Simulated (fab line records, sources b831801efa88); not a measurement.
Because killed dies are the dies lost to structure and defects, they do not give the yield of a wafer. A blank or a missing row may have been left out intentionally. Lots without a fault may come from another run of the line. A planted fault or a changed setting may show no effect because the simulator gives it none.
Which tool did it?    flow sky130    33 wafers from 11 lots sampled at 6 of the route's 708 steps

== WHAT THE GAUGES READ, wafer by wafer ==
SKY_LDD_N_TW_MEAS_17.
lot   measured      on            LDD_N_TW
L553  day 18 11:52  filmMetro-01  2625 2632 2628
L555  day 19 01:21  filmMetro-01  2636 2619 2613
L556  day 19 02:34  filmMetro-03  2696 2693 2713
L560  day 20 12:04  filmMetro-04  2699 2694 2698
L565  day 22 08:11  filmMetro-04  2698 2710 2701
L566  day 22 13:11  filmMetro-03  2599 2591 2590
L567  day 23 06:38  filmMetro-03  2604 2595 2576
L572  day 24 12:28  filmMetro-03  2592 2587 2591
L573  day 24 23:27  filmMetro-03  2588 2614 2588
L574  day 25 16:49  filmMetro-01  2610 2616 2622
L575  day 26 01:12  filmMetro-04  2606 2607 2590

SKY_LDD_HVP_OVL_MEAS_07.
lot   measured      on          LDD_HVP_OVL (nm)
L553  day 22 09:01  overlay-01  1.0 -1.4 -1.7
L555  day 22 23:08  overlay-02  -2.4 0.0 -2.6
L556  day 23 00:43  overlay-01  1.1 -0.4 -0.9
L560  day 24 07:06  overlay-02  1.9 2.1 3.0
L565  day 26 00:46  overlay-02  0.0 -1.1 -2.0
L566  day 26 06:20  overlay-02  1.4 0.7 1.1
L567  day 26 23:28  overlay-01  -2.4 -1.6 -1.0
L572  day 28 03:40  overlay-01  2.6 -0.3 4.1
L573  day 28 15:10  overlay-01  -2.8 -0.4 -1.1
L574  day 29 07:40  overlay-02  0.3 2.1 1.1
L575  day 29 16:01  overlay-02  2.6 0.7 1.5

== TOOL THAT RAN EACH LOT (tool first, then ch and the chambers of the sampled wafers, then the start) ==
lot   SKY_RES_PROTECT_STRIP_07             SKY_POLY_GATE_ETCH_17            SKY_LDD_N_IMPLANT_11             SKY_LDD_N_STRIP_16
L553  plasmaAsher-01 ch 0,1, day 15 17:19  rieSi-02 ch 0,2,3, day 17 02:19  implanter-03 ch 0, day 18 11:02  plasmaAsher-02 ch 0,1, day 18 11:46
L555  plasmaAsher-02 ch 0,1, day 16 08:07  rieSi-01 ch 0,2,3, day 17 14:46  implanter-03 ch 0, day 19 00:30  plasmaAsher-04 ch 0,1, day 19 01:15
L556  plasmaAsher-01 ch 0,1, day 16 08:34  rieSi-02 ch 1,3, day 17 16:22    implanter-04 ch 0, day 19 01:24  plasmaAsher-04 ch 0,1, day 19 02:28
L560  plasmaAsher-01 ch 0,1, day 17 15:25  rieSi-01 ch 0,2,3, day 19 00:37  implanter-01 ch 0, day 20 10:56  plasmaAsher-04 ch 0,1, day 20 11:58
L565  plasmaAsher-01 ch 0,1, day 19 13:19  rieSi-01 ch 0,1, day 20 21:46    implanter-01 ch 0, day 22 07:01  plasmaAsher-02 ch 0,1, day 22 08:05
L566  plasmaAsher-03 ch 0,1, day 19 18:21  rieSi-02 ch 2,3, day 21 03:37    implanter-01 ch 0, day 22 12:22  plasmaAsher-04 ch 0,1, day 22 13:06
L567  plasmaAsher-02 ch 0,1, day 20 06:28  rieSi-01 ch 0,2,3, day 21 21:49  implanter-04 ch 0, day 23 05:47  plasmaAsher-01 ch 0,1, day 23 06:31
L572  plasmaAsher-02 ch 0,1, day 21 19:46  rieSi-01 ch 1,2, day 23 04:13    implanter-01 ch 0, day 24 11:37  plasmaAsher-04 ch 1, day 24 12:22
L573  plasmaAsher-02 ch 0,1, day 22 06:22  rieSi-01 ch 1,2,3, day 23 14:37  implanter-01 ch 0, day 24 22:36  plasmaAsher-04 ch 0,1, day 24 23:21
L574  plasmaAsher-01 ch 0,1, day 23 00:58  rieSi-02 ch 0,1,3, day 24 08:31  implanter-04 ch 0, day 25 15:58  plasmaAsher-02 ch 0, day 25 16:43
L575  plasmaAsher-01 ch 0,1, day 23 09:46  rieSi-01 ch 0,2,3, day 24 17:22  implanter-03 ch 0, day 26 00:21  plasmaAsher-02 ch 0,1, day 26 01:06
- SKY_RES_PROTECT_STRIP_07: strips in O2/N2.
- SKY_POLY_GATE_ETCH_17: etches poly-Si in HBr/Cl2, stops on SiO2, target depth 180 nm, time 70.5 s.
- SKY_LDD_N_IMPLANT_11
- SKY_LDD_N_STRIP_16: strips in O2/N2.

== WHAT THE TOOLS THEMSELVES READ (means of the sampled wafers that have a number; where no wafer has one, the mark that the record gives instead) ==
SKY_RES_PROTECT_STRIP_07.
lot   tool            drypumpMotorCurrentA (A)  oesProductAu (a.u.)  stripTimeToEndpointS (s)
L553  plasmaAsher-01  5.57                      0.516                23.29
L555  plasmaAsher-02  5.77                      0.517                23.32
L556  plasmaAsher-01  5.67                      0.519                23.23
L560  plasmaAsher-01  5.67                      0.520                23.27
L565  plasmaAsher-01  5.58                      0.514                23.36
L566  plasmaAsher-03  5.71                      0.516                23.35
L567  plasmaAsher-02  5.78                      0.513                23.32
L572  plasmaAsher-02  5.82                      0.518                23.33
L573  plasmaAsher-02  5.69                      0.519                23.28
L574  plasmaAsher-01  5.66                      0.523                23.32
L575  plasmaAsher-01  5.58                      0.515                23.23

SKY_POLY_GATE_ETCH_17.
lot   tool      drypumpMotorCurrentA (A)  oesProductAu (a.u.)  throttleValvePct (%)
L553  rieSi-02  6.0                       0.982                33.687
L555  rieSi-01  5.5                       0.983                33.685
L556  rieSi-02  5.7                       0.982                33.683
L560  rieSi-01  5.5                       0.990                33.683
L565  rieSi-01  5.3                       0.990                33.682
L566  rieSi-02  5.9                       0.975                33.688
L567  rieSi-01  5.4                       0.980                33.675
L572  rieSi-01  5.8                       0.984                33.678
L573  rieSi-01  5.9                       0.990                33.696
L574  rieSi-02  5.9                       0.992                33.682
L575  rieSi-01  5.4                       0.996                33.676

SKY_LDD_N_IMPLANT_11.
lot   tool          endStationPressureTorr (Torr)
L553  implanter-03  5.48e-06
L555  implanter-03  5.39e-06
L556  implanter-04  5.33e-06
L560  implanter-01  5.49e-06
L565  implanter-01  5.23e-06
L566  implanter-01  5.25e-06
L567  implanter-04  5.04e-06
L572  implanter-01  5.46e-06
L573  implanter-01  5.39e-06
L574  implanter-04  5.19e-06
L575  implanter-03  5.55e-06

SKY_LDD_N_STRIP_16.
lot   tool            drypumpMotorCurrentA (A)  oesProductAu (a.u.)  stripTimeToEndpointS (s)
L553  plasmaAsher-02  5.80                      0.405                4.320
L555  plasmaAsher-04  5.82                      0.411                4.320
L556  plasmaAsher-04  5.84                      0.403                4.533
L560  plasmaAsher-04  5.83                      0.405                4.529
L565  plasmaAsher-02  5.75                      0.404                4.531
L566  plasmaAsher-04  5.83                      0.409                4.321
L567  plasmaAsher-01  5.64                      0.409                4.322
L572  plasmaAsher-04  5.87                      0.404                4.290
L573  plasmaAsher-04  5.79                      0.406                4.288
L574  plasmaAsher-02  5.61                      0.404                4.319
L575  plasmaAsher-02  5.69                      0.405                4.295

== THE ANSWER, worked out from the rows above alone ==
Rule: what is usual is taken from the lots themselves. Put in order of their means at a reading, lots are off if they are a third of the lots or fewer, leave a main group of 4 or more, and stand apart from it by a gap of 3 or more times the standard deviation of the main group's means; of several such gaps the widest counts. A main group whose means are all the same, to the digits that the tables above print for the reading, isn't used. Also off: a lot with no number at a reading for which 4 or more lots have one. Where the step has rows for the other lots, those lots are counted as sound. The gauges are gone through in route order, then the tools' own readings, and for those a lot's mean is taken as printed above. At the first step where some lot is off, the reading lying furthest off is the one used; lots without a number count as furthest.
Off: at SKY_LDD_N_TW_MEAS_17 (LDD_N_TW), L556, L560, L565. The main group: mean 2605, standard deviation 14.
If a tool, at a process step before that reading, ran all the lots that are off and no sound lot after the first of them, it fits. Not tried: the gauges at SKY_LDD_N_TW_MEAS_17; whatever is off there is also off at SKY_LDD_N_STRIP_16, on other tools, and gauge error can't account for it. Of those tried, none fits.

== WHAT WAS PUT IN BY THE SIMULATOR ==
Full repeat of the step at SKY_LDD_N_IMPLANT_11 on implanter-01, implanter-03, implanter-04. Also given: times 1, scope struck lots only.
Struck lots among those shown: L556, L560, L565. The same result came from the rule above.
